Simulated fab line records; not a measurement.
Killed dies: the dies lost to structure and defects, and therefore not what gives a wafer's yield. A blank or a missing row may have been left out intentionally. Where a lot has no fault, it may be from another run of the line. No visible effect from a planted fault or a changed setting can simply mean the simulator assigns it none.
Struck lot and sound lot, side by side :: flow sky130 :: 16 out of 708 route steps
Sound: these wafers, L870.2, L870.5, L870.6. Struck: wafers L871.3, L871.4, L871.6. Last of all comes the cause.
Order at every step that has rows: each side's tool, ch and its chambers, its first start. Under that, the readings that differ: sound wafers :: struck wafers :: difference of the means :: sigmas: that difference in standard deviations of wafers without a fault.
alike: words and numbers the same on both sides, and readings whose means are apart by under 2 such deviations; not compared: readings that were withheld, readings missing a value for some wafer, numbers with overlapping values and no deviation given by the record, and bounds like >300 which may hide the same value.
Wherever a step has rows on one side only, a row that says differs or no value, or a row with sigmas, the two part there. Non-overlapping numbers with no deviation appear without sigmas and do not part them. Lack of a reading on every wafer of one side parts them only where that side has two or more wafers.

first, 5 steps without rows for these wafers: SKY_SONOS_TUNNEL_COAT_02 (resist thk 1140 nm); SKY_SONOS_TUNNEL_SOFTBAKE_03 (time 60 s); SKY_SONOS_TUNNEL_EXPOSE_04 (exposes mask TUNM, target cd 410 nm); SKY_SONOS_TUNNEL_PEB_05; SKY_SONOS_TUNNEL_DEVELOP_06 (develop time 60 s).
SKY_SONOS_TUNNEL_CD_MEAS_07 targets a cd of 410 nm.
  sound on cd-sem-02, day 12 04:35; struck on cd-sem-02, day 12 10:22
  alike: cd-nm
SKY_SONOS_TUNNEL_OVL_MEAS_08:
  sound on overlay-01, day 12 04:41; struck on overlay-02, day 12 10:27
  alike: SONOS_TUNNEL_OVL
then, 3 steps without rows for these wafers: SKY_SONOS_TUNNEL_IMPLANT_09; SKY_SONOS_TUNNEL_WET_ETCH_10 (etches SiO2 in dHF, target depth 14 nm, time 280 s); SKY_SONOS_TUNNEL_STRIP_11 (strips in SPM, time 600 s).
SKY_SONOS_TUNNEL_TW_MEAS_12:
  sound on film-metro-03, day 12 05:09; struck on film-metro-01, day 12 10:55
  alike: SONOS_TUNNEL_TW
then, 1 step without rows for these wafers: SKY_SONOS_TUNNEL_CLEAN_13 (cleans in dHF, time 20 s).
SKY_SONOS_ONO_OXIDATION_00: stabilise 600 s, purge 300 s, target thk 2.6 nm.
  sound on furnace-01 ch 0, day 12 06:11; struck on furnace-02 ch 0, day 12 11:53
reading: model.SiO2_of_SONOS_ONO_OXIDATION_00.thk-nm (nm)
sound: 2.778 2.761 2.716
struck: 3.415 3.432 3.426
difference: +0.673
sigmas: 
SKY_SONOS_ONO_THK_MEAS_01:
  sound on film-metro-02, day 12 07:32; struck on film-metro-02, day 12 13:14
reading: SONOS_ONO_OXIDATION_THK (nm)
sound: 2.80 2.76 2.72
struck: 3.49 3.43 3.48
difference: +0.71
sigmas: +11
then, 1 step without rows for these wafers: SKY_SONOS_ONO_CVD_02 (deposits Si3N4 from DCS/NH3, target thk 10.5 nm, time 180 s).
SKY_PAD_OPEN_PROBE_99:
  rows exist in the record for the sound wafers here (prober-01, day 46 10:50), none for the struck ones

WHERE THEY PART
Last at SKY_PAD_OPEN_PROBE_99 as far as this record goes, first at SKY_SONOS_ONO_THK_MEAS_01.

WHY: what the simulator had put in
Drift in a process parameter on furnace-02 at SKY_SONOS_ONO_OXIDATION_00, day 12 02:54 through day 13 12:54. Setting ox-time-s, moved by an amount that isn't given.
